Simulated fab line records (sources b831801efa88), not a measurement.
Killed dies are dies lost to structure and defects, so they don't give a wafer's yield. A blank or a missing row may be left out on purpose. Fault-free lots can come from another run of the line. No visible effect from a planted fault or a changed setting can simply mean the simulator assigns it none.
fab line records -- flow sky130
record: lots: 14, wafers: 42, last-day: 50
route steps=708 shown NWELL@78 VT_ADJUST_HVTP@92 VT_ADJUST_PCH@149
lots that met no fault: taken from a fault-free run of the same line
start-h: hours from the record's opening day to when the first of the lot's shown wafers began -- wait-h: how many hours have passed since the lot's step before this one -- " unchanged from the row above -- L1.1+2: one row covering several wafers at once -- - no value present, or no start provided -- * or withheld: withheld -- < > ~ a bound
route shown NAME@n: names a module that has steps shown in the file, with the first one's number in the route -- usual: average and standard deviation across the fault-free wafers -- same: alike in all rows -- chamber/n: place in a boat -- sites: the reading at each site -- _std_site: how widely they spread, as a standard deviation -- _edge_site: the outer-site mean with the inner-site mean subtracted -- radius-mm: how far each site lies from the wafer's centre -- mask NAME#n: copy n -- behind: the most recent tool/chamber to have shaped the wafer -- hold: why the lot went on hold/how many hours it stayed there/how the hold came to an end -- device: which transistor (n, p or np) failed to switch -- end of line: tests of these same wafers at the route's end -- a step given without rows: its recipe and nothing more -- killed: at the first sort, the dies lost to defects and structure; wafer yield is something else -- map: shows each die of a wafer: x if killed, . if not, _ if none is there
set.NAME: the setting the step ran with; set.NAME@STEP: the setting that earlier step ran with -- model.NAME: the simulator's own value behind a step, which no gauge read
steps of the route over a sample of lots; a table a step, a row a wafer
services: a tool's chamber out of use, with start hour (start-h, from the record's first day; less than 0 if before it), hours out, and reason
== steps ==
step: SKY_NWELL_STRIP_25
recipe: chemistry: O2/N2, power-w: 1400, pressure-mtorr: 1500, platen-temp-c: withheld, o2-flow-sccm: 3000, n2-flow-sccm: 300, overash-fraction: 0.5
usual: drypump-motor-current-A: 5.6/0.48, oes-product-au: 0.722/0.0043, strip-time-to-endpoint-s: 36.97/0.11
lot.wafer,tool,chamber,start-h,wait-h,drypump-motor-current-A,oes-product-au,rf-hours-counter-h,strip-time-to-endpoint-s
L784.3,plasma-asher-04,1,102.96,0.1,5.6,0.727,-,37.11
L784.4,plasma-asher-04,0,102.96,0.1,5.3,0.721,-,37.15
L784.5,plasma-asher-04,0,102.96,0.1,5.3,0.729,-,37.27
L785.3,plasma-asher-03,0,106.51,0.1,4.8,0.726,-,36.99
L785.4,plasma-asher-03,1,106.51,0.1,5.5,0.720,-,36.97
L785.6,plasma-asher-03,0,106.51,0.1,4.8,0.717,-,37.06
L786.1,plasma-asher-02,0,112.74,0.1,6.0,0.721,32,37.14
L786.3,plasma-asher-02,1,112.74,0.1,6.1,0.728,-,37.12
L786.6,plasma-asher-02,0,112.74,0.1,6.0,0.722,-,37.16
L788.1,plasma-asher-02,1,137.54,0.1,6.1,0.726,34,37.10
L788.5,plasma-asher-02,0,137.54,0.1,6.0,0.722,-,37.18
L788.6,plasma-asher-02,1,137.54,0.1,6.1,0.717,-,37.11
L790.1,plasma-asher-02,1,143.19,0.1,6.1,0.719,35,36.82
L790.3,plasma-asher-02,0,143.19,0.1,6.0,0.726,-,36.83
L790.6,plasma-asher-02,0,143.19,0.1,6.0,0.716,-,36.76
L791.2,plasma-asher-03,1,148.83,0.1,5.5,0.720,47,36.91
L791.4,plasma-asher-03,1,148.83,0.1,5.5,0.717,-,36.91
L791.6,plasma-asher-03,1,148.83,0.1,5.5,0.729,-,36.93
L792.1,plasma-asher-02,0,155.63,0.1,6.0,0.713,36,36.86
L792.2,plasma-asher-02,1,155.63,0.1,6.1,0.724,36,37.09
L792.3,plasma-asher-02,1,155.63,0.1,6.1,0.721,-,36.97
L795.4,plasma-asher-03,0,168.16,0.1,4.8,0.728,-,37.05
L795.5,plasma-asher-03,0,168.16,0.1,4.8,0.720,-,36.79
L795.6,plasma-asher-03,1,168.16,0.1,5.5,0.721,-,36.91
L798.1,plasma-asher-03,1,192.87,0.1,5.5,0.721,51,36.93
L798.2,plasma-asher-03,0,192.87,0.1,4.8,0.724,51,37.01
L798.3,plasma-asher-03,1,192.87,0.1,5.5,0.724,-,37.00
L800.1,plasma-asher-04,0,203.84,0.1,5.3,0.720,53,37.08
L800.2,plasma-asher-04,1,203.84,0.1,5.6,0.735,53,37.03
L800.4,plasma-asher-04,0,203.84,0.1,5.3,0.728,-,37.14
L801.2,plasma-asher-04,0,211.89,0.1,5.3,0.720,53,36.92
L801.3,plasma-asher-04,0,211.89,0.1,5.3,0.730,-,37.11
L801.5,plasma-asher-04,0,211.89,0.1,5.3,0.723,-,37.00
L802.1,plasma-asher-02,1,217.64,0.1,6.1,0.727,43,36.91
L802.5,plasma-asher-02,0,217.64,0.1,6.0,0.724,-,37.04
L802.6,plasma-asher-02,1,217.64,0.1,6.1,0.727,-,36.87
L804.2,plasma-asher-03,0,230.49,0.1,4.8,0.718,55,37.03
L804.4,plasma-asher-03,0,230.49,0.1,4.8,0.715,-,37.12
L804.5,plasma-asher-03,1,230.49,0.1,5.5,0.719,-,36.94
L807.4,plasma-asher-03,1,246.07,0.1,5.5,0.726,-,37.01
L807.5,plasma-asher-03,0,246.07,0.1,4.8,0.729,-,36.93
L807.6,plasma-asher-03,1,246.07,0.1,5.5,0.717,-,36.99
step: SKY_VT_ADJUST_HVTP_CD_MEAS_07
recipe: target-cd-nm: 380
usual: cd-nm: 379.2/2.8
lot.wafer,tool,chamber,start-h,wait-h,cd-nm
L784.3,cd-sem-02,-,121.73,0.1,387.1
L784.4,cd-sem-02,-,121.73,0.1,386.1
L784.5,cd-sem-02,-,121.73,0.1,384.9
L785.3,cd-sem-01,-,125.82,0.1,381.4
L785.4,cd-sem-01,-,125.82,0.1,378.3
L785.6,cd-sem-01,-,125.82,0.1,380.7
L786.1,cd-sem-02,-,131.64,0.1,378.1
L786.3,cd-sem-02,-,131.64,0.1,376.7
L786.6,cd-sem-02,-,131.64,0.1,378.1
L788.1,cd-sem-02,-,157.34,0.1,378.3
L788.5,cd-sem-02,-,157.34,0.1,378.7
L788.6,cd-sem-02,-,157.34,0.1,379.9
L790.1,cd-sem-01,-,163.94,0.1,378.0
L790.3,cd-sem-01,-,163.94,0.1,375.4
L790.6,cd-sem-01,-,163.94,0.1,377.8
L791.2,cd-sem-02,-,170.22,0.1,380.1
L791.4,cd-sem-02,-,170.22,0.1,380.9
L791.6,cd-sem-02,-,170.22,0.1,379.0
L792.1,cd-sem-01,-,176.19,0.1,383.0
L792.2,cd-sem-01,-,176.19,0.1,383.8
L792.3,cd-sem-01,-,176.19,0.1,382.4
L795.4,cd-sem-01,-,189.45,0.1,381.5
L795.5,cd-sem-01,-,189.45,0.1,380.0
L795.6,cd-sem-01,-,189.45,0.1,381.9
L798.1,cd-sem-01,-,215.94,0.1,378.6
L798.2,cd-sem-01,-,215.94,0.1,377.6
L798.3,cd-sem-01,-,215.94,0.1,382.2
L800.1,cd-sem-02,-,226.84,0.1,376.8
L800.2,cd-sem-02,-,226.84,0.1,376.4
L800.4,cd-sem-02,-,226.84,0.1,377.0
L801.2,cd-sem-01,-,235.42,0.1,377.8
L801.3,cd-sem-01,-,235.42,0.1,376.7
L801.5,cd-sem-01,-,235.42,0.1,378.0
L802.1,cd-sem-01,-,240.79,0.1,376.2
L802.5,cd-sem-01,-,240.79,0.1,374.4
L802.6,cd-sem-01,-,240.79,0.1,372.6
L804.2,cd-sem-01,-,254.67,0.1,375.2
L804.4,cd-sem-01,-,254.67,0.1,377.4
L804.5,cd-sem-01,-,254.67,0.1,376.2
L807.4,cd-sem-02,-,270.11,0.1,381.9
L807.5,cd-sem-02,-,270.11,0.1,380.4
L807.6,cd-sem-02,-,270.11,0.1,380.4
step: SKY_VT_ADJUST_HVTP_TW_MEAS_11
usual: VT_ADJUST_HVTP_TW: 1359/9.7
lot.wafer,tool,chamber,start-h,wait-h,VT_ADJUST_HVTP_TW
L784.3,film-metro-03,-,122.12,0.1,1362
L784.4,film-metro-03,-,122.12,0.1,1365
L784.5,film-metro-03,-,122.12,0.1,1358
L785.3,film-metro-02,-,126.20,0.1,1339
L785.4,film-metro-02,-,126.20,0.1,1342
L785.6,film-metro-02,-,126.20,0.1,1340
L786.1,film-metro-02,-,132.05,0.1,1340
L786.3,film-metro-02,-,132.05,0.1,1346
L786.6,film-metro-02,-,132.05,0.1,1332
L788.1,film-metro-04,-,157.75,0.1,1373
L788.5,film-metro-04,-,157.75,0.1,1371
L788.6,film-metro-04,-,157.75,0.1,1365
L790.1,film-metro-02,-,164.49,0.1,1354
L790.3,film-metro-02,-,164.49,0.1,1357
L790.6,film-metro-02,-,164.49,0.1,1348
L791.2,film-metro-04,-,170.62,0.1,1365
L791.4,film-metro-04,-,170.62,0.1,1366
L791.6,film-metro-04,-,170.62,0.1,1369
L792.1,film-metro-03,-,176.60,0.1,1357
L792.2,film-metro-03,-,176.60,0.1,1353
L792.3,film-metro-03,-,176.60,0.1,1357
L795.4,film-metro-04,-,189.83,0.1,1368
L795.5,film-metro-04,-,189.83,0.1,1370
L795.6,film-metro-04,-,189.83,0.1,1364
L798.1,film-metro-02,-,216.36,0.1,1351
L798.2,film-metro-02,-,216.36,0.1,1348
L798.3,film-metro-02,-,216.36,0.1,1349
L800.1,film-metro-04,-,227.24,0.1,1372
L800.2,film-metro-04,-,227.24,0.1,1378
L800.4,film-metro-04,-,227.24,0.1,1365
L801.2,film-metro-03,-,235.85,0.1,1366
L801.3,film-metro-03,-,235.85,0.1,1366
L801.5,film-metro-03,-,235.85,0.1,1369
L802.1,film-metro-04,-,241.20,0.1,1369
L802.5,film-metro-04,-,241.20,0.1,1365
L802.6,film-metro-04,-,241.20,0.1,1365
L804.2,film-metro-03,-,255.07,0.1,1358
L804.4,film-metro-03,-,255.07,0.1,1352
L804.5,film-metro-03,-,255.07,0.1,1363
L807.4,film-metro-04,-,270.49,0.1,1368
L807.5,film-metro-04,-,270.49,0.1,1354
L807.6,film-metro-04,-,270.49,0.1,1362
step: SKY_VT_ADJUST_PCH_DEVELOP_06
recipe: wall-angle-deg: 90, developer: TMAH, develop-time-s: 60, dev-temp-c: 23
lot.wafer,tool,chamber,start-h,wait-h
L784.3+4+5,litho-track-02,0,228,-
L785.3+4+6,litho-track-03,0,232,-
L786.1+3+6,litho-track-03,0,240,-
L788.1+5+6,litho-track-01,0,269,-
L790.1+3+6,litho-track-03,0,277,-
L791.2+4+6,litho-track-02,0,286,-
L792.1+2+3,litho-track-02,0,293,-
L795.4+5+6,litho-track-02,0,309,-
L798.1+2+3,litho-track-03,0,338,-
L800.1+2+4,litho-track-03,0,352,-
L801.2+3+5,litho-track-01,0,361,-
L802.1+5+6,litho-track-01,0,368,-
L804.2+4+5,litho-track-01,0,386,-
L807.4+5+6,litho-track-01,0,403,-
step: SKY_VT_ADJUST_PCH_OVL_MEAS_07
usual: VT_ADJUST_PCH_OVL: 0.7/1.3
lot.wafer,tool,chamber,start-h,wait-h,VT_ADJUST_PCH_OVL[nm]
L784.3,overlay-01,-,228.80,-,3.0
L784.4,overlay-01,-,228.80,-,1.7
L784.5,overlay-01,-,228.80,-,1.5
L785.3,overlay-01,-,232.71,-,0.6
L785.4,overlay-01,-,232.71,-,0.3
L785.6,overlay-01,-,232.71,-,-0.9
L786.1,overlay-02,-,240.25,-,1.0
L786.3,overlay-02,-,240.25,-,2.5
L786.6,overlay-02,-,240.25,-,0.7
L788.1,overlay-02,-,270.14,-,-0.9
L788.5,overlay-02,-,270.14,-,-1.9
L788.6,overlay-02,-,270.14,-,-3.1
L790.1,overlay-02,-,277.75,-,1.4
L790.3,overlay-02,-,277.75,-,1.7
L790.6,overlay-02,-,277.75,-,2.7
L791.2,overlay-01,-,286.29,-,0.4
L791.4,overlay-01,-,286.29,-,1.1
L791.6,overlay-01,-,286.29,-,1.6
L792.1,overlay-02,-,293.54,-,0.3
L792.2,overlay-02,-,293.54,-,-0.7
L792.3,overlay-02,-,293.54,-,0.5
L795.4,overlay-01,-,309.71,-,2.0
L795.5,overlay-01,-,309.71,-,0.5
L795.6,overlay-01,-,309.71,-,0.4
L798.1,overlay-02,-,339.05,-,-
L798.2,overlay-02,-,339.05,-,-
L798.3,overlay-02,-,339.05,-,-
L800.1,overlay-01,-,352.40,-,-
L800.2,overlay-01,-,352.40,-,-
L800.4,overlay-01,-,352.40,-,-
L801.2,overlay-01,-,361.85,-,-0.1
L801.3,overlay-01,-,361.85,-,0.6
L801.5,overlay-01,-,361.85,-,-0.5
L802.1,overlay-01,-,368.84,-,1.7
L802.5,overlay-01,-,368.84,-,-0.8
L802.6,overlay-01,-,368.84,-,-0.5
L804.2,overlay-01,-,386.15,-,-0.6
L804.4,overlay-01,-,386.15,-,2.7
L804.5,overlay-01,-,386.15,-,3.4
L807.4,overlay-02,-,403.16,-,2.4
L807.5,overlay-02,-,403.16,-,1.2
L807.6,overlay-02,-,403.16,-,2.1
step: SKY_VT_ADJUST_PCH_TW_MEAS_10
usual: VT_ADJUST_PCH_TW: 142.4/1.2
lot.wafer,tool,chamber,start-h,wait-h,VT_ADJUST_PCH_TW
L784.3,film-metro-02,-,229.09,0.1,141.8
L784.4,film-metro-02,-,229.09,0.1,141.8
L784.5,film-metro-02,-,229.09,0.1,141.8
L785.3,film-metro-02,-,233.01,0.1,141.5
L785.4,film-metro-02,-,233.01,0.1,141.3
L785.6,film-metro-02,-,233.01,0.1,140.8
L786.1,film-metro-02,-,240.54,0.1,141.7
L786.3,film-metro-02,-,240.54,0.1,141.7
L786.6,film-metro-02,-,240.54,0.1,142.0
L788.1,film-metro-03,-,270.43,0.1,144.2
L788.5,film-metro-03,-,270.43,0.1,144.2
L788.6,film-metro-03,-,270.43,0.1,143.1
L790.1,film-metro-02,-,278.04,0.1,142.7
L790.3,film-metro-02,-,278.04,0.1,142.0
L790.6,film-metro-02,-,278.04,0.1,142.4
L791.2,film-metro-04,-,286.58,0.1,143.6
L791.4,film-metro-04,-,286.58,0.1,143.2
L791.6,film-metro-04,-,286.58,0.1,142.6
L792.1,film-metro-02,-,293.82,0.1,142.2
L792.2,film-metro-02,-,293.82,0.1,142.1
L792.3,film-metro-02,-,293.82,0.1,141.8
L795.4,film-metro-04,-,310.00,0.1,143.2
L795.5,film-metro-04,-,310.00,0.1,143.3
L795.6,film-metro-04,-,310.00,0.1,143.2
L798.1,film-metro-04,-,339.33,0.1,30.4
L798.2,film-metro-04,-,339.33,0.1,30.4
L798.3,film-metro-04,-,339.33,0.1,30.2
L800.1,film-metro-03,-,352.68,0.1,30.2
L800.2,film-metro-03,-,352.68,0.1,30.1
L800.4,film-metro-03,-,352.68,0.1,30.0
L801.2,film-metro-04,-,362.14,0.1,142.5
L801.3,film-metro-04,-,362.14,0.1,142.4
L801.5,film-metro-04,-,362.14,0.1,143.2
L802.1,film-metro-02,-,369.13,0.1,142.3
L802.5,film-metro-02,-,369.13,0.1,142.0
L802.6,film-metro-02,-,369.13,0.1,141.6
L804.2,film-metro-04,-,386.44,0.1,142.8
L804.4,film-metro-04,-,386.44,0.1,141.8
L804.5,film-metro-04,-,386.44,0.1,142.4
L807.4,film-metro-03,-,403.46,0.1,144.1
L807.5,film-metro-03,-,403.46,0.1,143.8
L807.6,film-metro-03,-,403.46,0.1,144.0
== services ==
tool,chamber,start-h,hours,kind
plasma-asher-03,-,142.37,0.4,repair
litho-track-01,-,220.89,-,consumable-replace:filter
plasma-asher-04,-,271.91,1.8,repair
plasma-asher-04,-,320.34,2.8,pm
plasma-asher-03,-,389.21,2.8,pm
plasma-asher-04,-,390.24,4.9,repair
== key ==
first-sign: step: SKY_VT_ADJUST_PCH_OVL_MEAS_07, reading: VT_ADJUST_PCH_OVL, direction: missing
effect: step: SKY_VT_ADJUST_PCH_TW_MEAS_10, reading: VT_ADJUST_PCH_TW, direction: down, sigmas: 93, usual: 142.4, struck: 30.2
met-at SKY_VT_ADJUST_PCH_DEVELOP_06
struck-lots L798,L800
sort-left-out L798.1,L798.2,L798.3,L800.1,L800.2,L800.4
tester-left-out L798,L800
not-acting-at SKY_NWELL_STRIP_25,SKY_VT_ADJUST_HVTP_CD_MEAS_07,SKY_VT_ADJUST_HVTP_TW_MEAS_11
onset-between 277 338
fault: kind: process-parameter-drift, tool: litho-track-03, chamber: -, onset-h: 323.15, steps: SKY_VT_ADJUST_PCH_DEVELOP_06, channel: develop-time-s, offset: *, shape: step, end-h: 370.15, acts-in: *, stated: *
tester-left-out: of these lots the tester's yield and bins aren't shown, on N5 and GAA mostly nor the transistor test; their killed dies are dies lost to structure and defects alone, not to doping, threshold or leakage, so they don't give the yield
sort-left-out: the simulated sort isn't trusted on such a fault, so these wafers' sort isn't shown, and their yield isn't known
